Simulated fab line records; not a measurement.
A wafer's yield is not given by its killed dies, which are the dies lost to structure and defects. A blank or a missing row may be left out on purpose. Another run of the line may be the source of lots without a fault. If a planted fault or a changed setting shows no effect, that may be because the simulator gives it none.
Which tool was responsible? ; flow gf180mcu ; 11 lots with 33 wafers sampled at 3 steps, on a route of 602 steps

== WHAT EACH GAUGE READ, for each wafer ==
GF_PSD_TW_MEAS_11.
lot;measured;on;PSD_TW
L133;day 15 01:20;film_metro-04;3163 3168 3159
L135;day 15 09:16;film_metro-03;3206 3197 3197
L137;day 15 23:08;film_metro-03;3193 3216 3204
L141;day 17 07:40;film_metro-01;3196 3217 3209
L142;day 17 16:27;film_metro-04;3165 3173 3175
L143;day 18 02:32;film_metro-04;3576 3553 3573
L147;day 19 12:46;film_metro-03;3184 3161 3190
L148;day 19 19:33;film_metro-04;3579 3580 3566
L152;day 21 10:02;film_metro-04;3185 3169 3180
L154;day 21 17:15;film_metro-04;3177 3169 3168
L155;day 22 07:16;film_metro-04;3191 3179 3175

== WHAT TOOL EACH LOT RAN ON (gives the tool, then ch and the chambers of the sampled wafers, and finally the start) ==
lot;GF_PSD_IMPLANT_09;GF_PSD_STRIP_10
L133;implanter-02 ch 0, day 15 01:07;plasma_asher-03 ch 0,1, day 15 01:15
L135;implanter-02 ch 0, day 15 09:01;plasma_asher-04 ch 0,1, day 15 09:09
L137;implanter-01 ch 0, day 15 22:55;plasma_asher-04 ch 0,1, day 15 23:02
L141;implanter-04 ch 0, day 17 07:26;plasma_asher-03 ch 0,1, day 17 07:34
L142;implanter-02 ch 0, day 17 16:12;plasma_asher-03 ch 0,1, day 17 16:21
L143;implanter-01 ch 0, day 18 01:58;plasma_asher-04 ch 1, day 18 02:25
L147;implanter-01 ch 0, day 19 12:31;plasma_asher-03 ch 0,1, day 19 12:40
L148;implanter-01 ch 0, day 19 18:59;plasma_asher-02 ch 0,1, day 19 19:27
L152;implanter-01 ch 0, day 21 09:47;plasma_asher-02 ch 0,1, day 21 09:56
L154;implanter-04 ch 0, day 21 17:00;plasma_asher-03 ch 0,1, day 21 17:09
L155;implanter-04 ch 0, day 22 07:03;plasma_asher-03 ch 0,1, day 22 07:11
- GF_PSD_IMPLANT_09
- GF_PSD_STRIP_10: strips in O2/N2.

== THE ANSWER, worked out from the rows above alone ==
Rule: the lots themselves supply what counts as usual. Put in order of their means at a reading, lots are off if they are a third of the lots or fewer, leave a main group of 4 or more, and stand apart from it by a gap of 3 or more times the standard deviation of the main group's means; of several such gaps the widest counts. A main group whose means are all the same, to the digits that the tables above print for the reading, isn't used. Also off: a lot with no number at a reading for which 4 or more lots have one. All remaining lots with rows at the step are treated as sound.
Off: L143, L148, seen at GF_PSD_TW_MEAS_11 (PSD_TW). Main group: mean 3184, sd 15.
A tool fits if, at a process step before that reading, it ran every lot that is off, and no sound lot after the first of them. The gauges at GF_PSD_TW_MEAS_11 are tried like those tools. No candidate that was tried fits.

== WHAT THE SIMULATOR HAD INSERTED ==
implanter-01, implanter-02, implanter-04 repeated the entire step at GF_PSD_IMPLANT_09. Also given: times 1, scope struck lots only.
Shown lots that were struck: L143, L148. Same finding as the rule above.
